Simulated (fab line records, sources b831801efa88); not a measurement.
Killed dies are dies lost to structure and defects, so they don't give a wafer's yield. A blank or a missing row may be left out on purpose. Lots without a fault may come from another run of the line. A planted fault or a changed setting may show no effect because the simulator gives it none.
A struck lot beside a sound one | flow sky130 | 18 steps out of a route of 708
Sound: wafers L259.1, L259.2, L259.5. Struck: wafer L246.1. (L246.3 of the same lot was not struck and is left out.) The cause comes at the end.
At each step with rows: each side's tool, then ch and its chambers, then its first start. Under that, the readings that differ: sound wafers | struck wafers | difference of the means | sigmas: that difference in standard deviations of wafers without a fault.
alike: readings whose means differ by less than 2 such deviations, and words and numbers that are the same on both sides. not compared: withheld readings, readings that some wafer has no value for, bounds like >300 that may hide the same value, and numbers for which the record gives no deviation and whose values overlap.
The two part at a step that has a row with sigmas, a row that says differs or no value, or rows on one side only. Numbers that don't overlap but have no deviation are shown without sigmas and don't part them. A reading that every wafer of one side lacks parts them only if that side has two wafers or more.

first, 3 steps without rows for these wafers: SKY_LI_CONTACT_EXPOSE_09 (exposes mask LICM1, target cd 170 nm); SKY_LI_CONTACT_PEB_10; SKY_LI_CONTACT_DEVELOP_11 (develop time 60 s).
SKY_LI_CONTACT_CD_MEAS_12: target cd 170 nm.
  sound on cd_sem-01, day 35 03:19; struck on cd_sem-01, day 31 03:57
  alike: cd_nm
SKY_LI_CONTACT_OVL_MEAS_13:
  sound on overlay-01, day 35 03:26; struck on overlay-02, day 31 04:04
  alike: LI_CONTACT_OVL
SKY_LI_CONTACT_ETCH_14: etches BARC in N2/H2, stops on SiO2, time 45.9 s, target depth 60 nm.
  sound on rie_diel-02 ch 0,2,3, day 35 03:28; struck on rie_diel-02 ch 1, day 31 04:07
  alike: drypump_motor_current_A, oes_product_au, throttle_valve_pct
  not compared: rf_hours_counter_h
then, 1 step without rows for these wafers: SKY_LI_CONTACT_ETCH_15 (etches PSG in C4F8/O2/Ar, stops on Si, target depth 600 nm).
SKY_LI_CONTACT_STRIP_16: strips in O2/N2.
  sound on plasma_asher-02 ch 0,1, day 35 03:35; struck on plasma_asher-03 ch 0, day 31 04:14
  reading                     | sound       | struck | difference | sigmas
  drypump_motor_current_A (A) | 4.9 5.6 4.9 | 6.4    | +1.3       | +3
  alike: oes_product_au, strip_time_to_endpoint_s
  not compared: rf_hours_counter_h
then, 2 steps without rows for these wafers: SKY_LI_CONTACT_CLEAN_17 (cleans in NMP, time 600 s); SKY_LI_CONTACT_PRE_CLEAN_18 (time 5.6 s).
SKY_LI_CONTACT_SPUTTER_19: material Ti, target thk 20 nm, time 106.37 s.
  sound on pvd_sputter-03, day 35 03:53; struck on pvd_sputter-04, day 31 04:32
  alike: throttle_valve_pct
SKY_LI_CONTACT_SPUTTER_20: material TiN, target thk 20 nm, time 80 s.
  sound on pvd_sputter-03, day 35 03:58; struck on pvd_sputter-04, day 31 04:37
  alike: throttle_valve_pct
SKY_LI_CONTACT_CVD_21: deposits W, target thk 400 nm, time 120.56 s.
  sound on cvd_w-02 ch 0,1, day 35 04:01; struck on cvd_w-01 ch 1, day 31 04:40
  reading                                  | sound           | struck | difference | sigmas
  model.W_of_LI_CONTACT_CVD_21.thk_nm (nm) | 399.5 399.1 400 | 466    | +66        |
  alike: heater_power_w
SKY_LI_CONTACT_RS_MEAS_22: measures by four-point-probe.
  sound on film_metro-02, day 35 04:09; struck on film_metro-01, day 31 05:05
  reading                  | sound             | struck | difference | sigmas
  LI_CONTACT_W_RS (ohm/sq) | 0.285 0.286 0.285 | 0.244  | -0.041     | -9
  not compared: hold
SKY_LI_CONTACT_THK_MEAS_23: measures by xrf.
  sound on film_metro-02, day 35 04:16; struck on film_metro-01, day 31 08:16
  reading               | sound       | struck | difference | sigmas
  LI_CONTACT_W_THK (nm) | 408 410 407 | 459    | +51        | +7
  not compared: hold
SKY_LI_CONTACT_CMP_24: polishes, stops on PSG, t overpolish 20 s, target thk 0 nm.
  sound on cmp-02 ch 0,1,3, day 35 04:20; struck on cmp-01 ch 0, day 31 14:16
  reading                | sound     | struck                   | difference                   | sigmas
  hold                   | - - -     | await_dispo/5.6h/release | no value on the sound wafers |
  time_to_endpoint_s (s) | 100 99 93 | 105                      | +8                           | +2
  alike: motor_current_A, retaining_ring_pressure_frac
SKY_LOCAL_INTERCONNECT_SPUTTER_00: material TiN, target thk 100 nm, time 83.3 s.
  sound on pvd_sputter-04, day 35 04:38; struck on pvd_sputter-02, day 31 14:34
  alike: throttle_valve_pct
-- the record jumps here: 16 days lie between the struck wafers' starts before and after (it left off in module LOCAL_INTERCONNECT and takes up again in module PAD_OPEN, whose first step shown is number 708 of the route) --
SKY_PAD_OPEN_PROBE_99:
  sound on prober-01, day 50 01:16; struck on prober-02, day 47 06:38
  reading            | sound    | struck | difference | sigmas
  killed_at_M0_to_M3 | 33 41 40 | 54     | +16        | +2
  killed_short       | 22 33 37 | 48     | +17        | +3
  alike: killed_at_M4_up, killed_at_contacts, killed_at_front_end, killed_at_other, killed_dies, killed_on_rim, killed_open

WHERE THEY PART
First at SKY_LI_CONTACT_STRIP_16; last, within this record, at SKY_PAD_OPEN_PROBE_99.

WHY: what the simulator had put in
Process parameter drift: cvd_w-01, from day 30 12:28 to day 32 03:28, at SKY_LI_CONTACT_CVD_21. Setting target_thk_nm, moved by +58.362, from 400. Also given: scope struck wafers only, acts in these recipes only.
